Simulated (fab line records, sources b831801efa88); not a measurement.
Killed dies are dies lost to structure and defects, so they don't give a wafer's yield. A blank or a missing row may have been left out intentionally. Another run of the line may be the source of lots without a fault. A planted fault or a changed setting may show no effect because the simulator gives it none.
A lot that was struck, set against a sound lot || flow sky130 || 15 out of 708 route steps
Sound: these wafers, L885.1, L885.2, L885.5. Struck: wafer L900.2. (L900.4 of the same lot was not struck and is left out.) The cause comes at the end.
For every step that has rows: the tool of each side, followed by ch and its chambers, followed by its first start. Under that, the readings that differ: sound wafers || struck wafers || difference of the means || sigmas: that difference in standard deviations of wafers without a fault.
alike: a reading whose means differ by less than 2 such deviations, as well as words and numbers matching on both sides. not compared: withheld readings; readings where some wafer has no value; bounds like >300 that might hide an equal value; numbers whose values overlap and for which the record gives no deviation.
The two part at a step that has a row with sigmas, a row that says differs or no value, or rows on one side only. Numbers that don't overlap but have no deviation are shown without sigmas and don't part them. A reading missing from all wafers of one side parts the sides only when that side holds two or more wafers.

first, 5 steps without rows for these wafers: SKY_LI_CONTACT_COAT_07 (resist thk 450 nm); SKY_LI_CONTACT_SOFTBAKE_08 (time 90 s); SKY_LI_CONTACT_EXPOSE_09 (exposes mask LICM1, target cd 170 nm); SKY_LI_CONTACT_PEB_10; SKY_LI_CONTACT_DEVELOP_11 (develop time 60 s).
SKY_LI_CONTACT_CD_MEAS_12: target cd 170 nm.
  sound on cdSem-02 at day 29 21:51; struck on cdSem-01 at day 34 16:06
  alike: cdNm
SKY_LI_CONTACT_OVL_MEAS_13:
  sound on overlay-01 at day 29 21:58; struck on overlay-02 at day 34 16:13
  alike: LI_CONTACT_OVL
SKY_LI_CONTACT_ETCH_14: etches BARC in N2/H2, stops on SiO2, time 45.9 s, target depth 60 nm.
  sound on rieDiel-04 ch 0,1,2, day 29 22:00; struck on rieDiel-01 ch 1, day 34 16:14
{"reading": "throttleValvePct (%)", "sound": "13.215 13.221 13.222", "struck": 13.241, "difference": "+0.022", "sigmas": "+2"}
  alike: drypumpMotorCurrentA, n2FlowSccm, oesProductAu
  not compared: rfHoursCounterH
SKY_LI_CONTACT_ETCH_15: etches PSG in C4F8/O2/Ar, stops on Si, target depth 600 nm.
  sound on rieDiel-04 ch 0,1,2, day 29 22:03; struck on rieDiel-01 ch 1, day 34 16:17
  alike: oesProductAu
SKY_LI_CONTACT_STRIP_16: strips in O2/N2.
  sound on plasmaAsher-04 ch 0,1, day 29 22:08; struck on plasmaAsher-02 ch 0, day 34 16:22
{"reading": "oesProductAu (a.u.)", "sound": "0.362 0.382 0.377", "struck": 0.383, "difference": "+0.009", "sigmas": "+2"}
{"reading": "stripTimeToEndpointS (s)", "sound": "3.45 3.50 3.53", "struck": 3.57, "difference": "+0.08", "sigmas": "+2"}
  alike: drypumpMotorCurrentA, n2FlowSccm
  not compared: rfHoursCounterH
then, 2 steps without rows for these wafers: SKY_LI_CONTACT_CLEAN_17 (cleans in NMP, time 600 s); SKY_LI_CONTACT_PRE_CLEAN_18 (time 5.6 s).
SKY_LI_CONTACT_SPUTTER_19: material Ti, target thk 20 nm, time 106.37 s.
  sound on pvdSputter-02 at day 29 22:26; struck on pvdSputter-01 at day 34 16:40
{"reading": "model.Ti_of_LI_CONTACT_SPUTTER_19.thkNm (nm)", "sound": "20.02 20.07 19.97", "struck": 29.47, "difference": "+9.45", "sigmas": ""}
  alike: throttleValvePct
SKY_LI_CONTACT_SPUTTER_20: material TiN, target thk 20 nm, time 80 s.
  sound on pvdSputter-02 at day 29 22:30; struck on pvdSputter-01 at day 34 16:45
  alike: throttleValvePct
-- record jumps: 15 days separate the struck wafers' starts on either side; left off in module LI_CONTACT, taken up again in module PAD_OPEN, whose first shown step is the route's number 708 --
SKY_PAD_OPEN_PROBE_99:
  the record has rows for the struck wafers here (prober-02, day 49 19:43) and none for the sound ones

## WHERE THEY PART
Earliest at SKY_LI_CONTACT_ETCH_14; latest, in this record, at SKY_PAD_OPEN_PROBE_99.

WHY: what had been put in by the simulator
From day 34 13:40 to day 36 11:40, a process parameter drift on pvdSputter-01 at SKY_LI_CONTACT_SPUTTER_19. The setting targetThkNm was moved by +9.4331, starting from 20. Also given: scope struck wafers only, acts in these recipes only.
